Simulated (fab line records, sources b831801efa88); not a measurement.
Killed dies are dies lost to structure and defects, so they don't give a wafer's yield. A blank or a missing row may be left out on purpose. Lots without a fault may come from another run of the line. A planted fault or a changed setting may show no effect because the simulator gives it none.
A struck lot beside a sound one | flow sky130 | 18 steps out of a route of 708
Sound: wafers L264.1, L264.3, L264.4. Struck: wafers L268.1, L268.4, L268.5. The cause comes at the end.
At each step with rows: each side's tool, then ch and its chambers, then its first start. Under that, the readings that differ: sound wafers | struck wafers | difference of the means | sigmas: that difference in standard deviations of wafers without a fault.
alike: readings whose means differ by less than 2 such deviations, and words and numbers that are the same on both sides. not compared: withheld readings, readings that some wafer has no value for, bounds like >300 that may hide the same value, and numbers for which the record gives no deviation and whose values overlap.
The two part at a step that has a row with sigmas, a row that says differs or no value, or rows on one side only. Numbers that don't overlap but have no deviation are shown without sigmas and don't part them. A reading that every wafer of one side lacks parts them only if that side has two wafers or more.

SKY_VIA1_ETCH_15: etches SiO2 in C4F8/O2/Ar, stops on TiN, target depth 351 nm, time 54 s.
  sound on rie_diel-02 ch 0,2,3, day 35 23:14; struck on rie_diel-01 ch 0,1,2, day 37 02:56
  alike: oes_product_au
  not compared: rf_hours_counter_h
SKY_VIA1_STRIP_16: strips in O2/N2.
  sound on plasma_asher-04 ch 0,1, day 35 23:16; struck on plasma_asher-02 ch 0, day 37 02:58
  alike: drypump_motor_current_A, oes_product_au, strip_time_to_endpoint_s
  not compared: rf_hours_counter_h
then, 3 steps without rows for these wafers: SKY_VIA1_STRIP_17 (strips in post etch residue remover, time 1200 s); SKY_VIA1_CLEAN_18 (cleans in IPA, time 180 s); SKY_VIA1_CLEAN_19 (cleans in O3/DIW).
SKY_VIA1_SPUTTER_20: material TiN, target thk 20 nm, time 80 s.
  sound on pvd_sputter-01, day 35 23:53; struck on pvd_sputter-04, day 37 03:34
  alike: cathode_dc_power_W, chamber_pressure_pa, throttle_valve_pct
then, 1 step without rows for these wafers: SKY_VIA1_CVD_21 (deposits W, target thk 270 nm, time 80.902 s).
SKY_VIA1_RS_MEAS_22: measures by four-point-probe.
  sound on film_metro-02, day 36 00:02; struck on film_metro-04, day 37 03:43
  alike: VIA1_W_RS
SKY_VIA1_THK_MEAS_23: measures by xrf.
  sound on film_metro-02, day 36 00:10; struck on film_metro-04, day 37 03:50
  alike: VIA1_W_THK
then, 1 step without rows for these wafers: SKY_VIA1_CMP_24 (polishes, stops on SiO2, t overpolish 15 s, target thk 0 nm).
SKY_METAL2_SPUTTER_00: material Ti, target thk 15 nm, time 10 s.
  sound on pvd_sputter-04, day 36 00:33; struck on pvd_sputter-01, day 37 04:12
  alike: cathode_dc_power_W, chamber_pressure_pa, throttle_valve_pct
then, 1 step without rows for these wafers: SKY_METAL2_SPUTTER_01 (material TiN, target thk 20 nm, time 16.7 s).
SKY_METAL2_SPUTTER_02: material AlCu, target thk 250 nm, time 13.3 s.
  sound on pvd_sputter-04, day 36 00:36; struck on pvd_sputter-01, day 37 04:15
  no value came back on the struck wafers for cathode_dc_power_W (W), chamber_pressure_pa (Pa), throttle_valve_pct (%); on the sound wafers cathode_dc_power_W (W) reads 10603 10603 10601
SKY_METAL2_SPUTTER_03: material Ti, target thk 5 nm, time 3.3 s.
  sound on pvd_sputter-04, day 36 00:37; struck on pvd_sputter-01, day 37 04:17
  alike: cathode_dc_power_W, chamber_pressure_pa, throttle_valve_pct
then, 1 step without rows for these wafers: SKY_METAL2_SPUTTER_04 (material TiN, target thk 70 nm, time 58.3 s).
SKY_METAL2_RS_MEAS_05: measures by four-point-probe.
  sound on film_metro-02, day 36 00:41; struck on film_metro-04, day 37 04:20
  reading                 | sound                | struck               | difference | sigmas
  METAL2_ALCU_RS (ohm/sq) | 0.1264 0.1280 0.1257 | 8.5748 8.6383 8.5781 | +8.4704    | +99 or more
SKY_METAL2_THK_MEAS_06: measures by xrf.
  sound on film_metro-02, day 36 00:49; struck on film_metro-04, day 37 04:28
  reading              | sound             | struck         | difference | sigmas
  METAL2_ALCU_THK (nm) | 250.1 248.2 251.1 | <0.4 <0.4 <0.4 | differs    |
then, 1 step without rows for these wafers: SKY_METAL2_DEHYDRATE_07 (time 60 s).

WHERE THEY PART
First at SKY_METAL2_SPUTTER_02; last, within this record, at SKY_METAL2_THK_MEAS_06.

WHY: what the simulator had put in
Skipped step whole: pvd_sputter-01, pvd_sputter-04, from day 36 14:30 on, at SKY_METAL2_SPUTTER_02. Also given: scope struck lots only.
